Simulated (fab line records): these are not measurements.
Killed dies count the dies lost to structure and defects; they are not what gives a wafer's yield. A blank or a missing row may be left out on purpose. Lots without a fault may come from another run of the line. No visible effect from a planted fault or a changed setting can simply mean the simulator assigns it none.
Chamber matching | flow sky130 | SKY_VIA2_CMP_24 on cmp-02: 4 sister chambers
The step polishes, stops on SiO2, t overpolish 20 s, target thk 0 nm. 30 wafers are shown with their chamber, then 12 later ones without.

== WAFERS, EACH WITH ITS CHAMBER ==
wafer  | chamber | motor current A (A) | time to endpoint s (s) | overpolish run s (s)
L074.2 | 1       | 12.2                | 102                    | 19.981
L074.3 | 3       | 11.7                | 98                     | 20.018
L074.4 | 2       | 10.5                | 94                     | 19.999
L076.1 | 2       | 10.9                | 94                     | 20.000
L076.3 | 3       | 11.9                | 98                     | 19.985
L076.4 | 0       | 10.4                | 99                     | 20.023
L076.2 | 1       | 12.2                | 98                     | 19.996
L076.5 | 0       | 10.6                | 101                    | 19.997
L076.6 | 1       | 12.2                | 102                    | 20.006
L078.2 | 0       | 9.8                 | 98                     | 20.021
L078.3 | 3       | 11.3                | 96                     | 19.995
L078.6 | 1       | 11.4                | 95                     | 19.998
L082.2 | 0       | 10.0                | 96                     | 20.011
L082.4 | 1       | 12.1                | 95                     | 20.000
L082.6 | 3       | 12.5                | 93                     | 20.004
L083.3 | 3       | 11.0                | 94                     | 19.998
L083.4 | 1       | 11.6                | 96                     | 19.992
L083.5 | 3       | 11.3                | 90                     | 19.994
L084.2 | 1       | 11.4                | 94                     | 19.997
L084.3 | 2       | 11.2                | 91                     | 20.002
L084.5 | 0       | 10.8                | 96                     | 20.004
L088.1 | 1       | 11.7                | 94                     | 20.010
L088.3 | 3       | 11.7                | 97                     | 19.984
L088.5 | 2       | 10.7                | 95                     | 19.975
L091.2 | 0       | 10.6                | 102                    | 19.991
L091.3 | 3       | 11.8                | 93                     | 20.001
L091.6 | 3       | 11.7                | 93                     | 20.001
L091.1 | 2       | 10.4                | 97                     | 20.006
L091.4 | 1       | 12.5                | 99                     | 20.012
L091.5 | 0       | 10.0                | 102                    | 20.005

SIGNATURES (means of the wafers above)
reading            | chamber 0 | chamber 1 | chamber 2 | chamber 3 | scatter within a chamber
motor current A    | 10.314    | 11.922    | 10.740    | 11.656    | 0.395
time to endpoint s | 99.14     | 97.22     | 94.20     | 94.67     | 2.78
overpolish run s   | 20.00743  | 19.99911  | 19.99640  | 19.99778  | 0.0108
Rule: distance of a wafer from a chamber = root of the sum over the readings of ((wafer's reading minus chamber's mean) / reading's scatter) squared. If the next closest chamber is less than 2 further off than the closest, the wafer can't be placed; otherwise it belongs to the closest. The scatter: take each reading less its chamber's mean, square it, sum over the shown wafers, divide by the number of wafers less the number of chambers, and take the root.

== WAFERS WHOSE CHAMBER IS MISSING ==
wafer  | motor current A (A) | time to endpoint s (s) | overpolish run s (s)
L093.1 | 11.9                | 96                     | 19.999
L093.3 | 12.2                | 102                    | 20.003
L093.6 | 11.9                | 98                     | 19.997
L095.3 | 12.4                | 99                     | 20.021
L095.4 | 11.4                | 90                     | 20.020
L095.6 | 10.3                | 96                     | 19.992
L095.1 | 9.8                 | 101                    | 19.998
L095.2 | 12.3                | 98                     | 19.993
L095.5 | 11.8                | 95                     | 19.999
L097.2 | 11.8                | 99                     | 20.009
L097.3 | 10.3                | 95                     | 20.010
L097.5 | 11.5                | 100                    | 20.020

== WHICH CHAMBER EACH WENT THROUGH ==
wafer  | from the rows above               | in truth
L093.1 | can't be placed: 1 or 3           | 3
L093.3 | can't be placed: 1 or 3           | 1
L093.6 | can't be placed: 1 or 3           | 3
L095.3 | can't be placed: 1 or 3           | 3
L095.4 | can't be placed: 3 or 2 or 1 or 0 | 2
L095.6 | can't be placed: 2 or 0           | 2
L095.1 | can't be placed: 0 or 2           | 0
L095.2 | can't be placed: 1 or 3           | 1
L095.5 | can't be placed: 3 or 1           | 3
L097.2 | can't be placed: 1 or 3           | 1
L097.3 | can't be placed: 0 or 2           | 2
L097.5 | can't be placed: 1 or 3 or 0 or 2 | 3
0 of 12 placed correctly. Not placeable from these rows: 12 (in 12, the candidates include the true chamber). Number placed wrongly: 0.
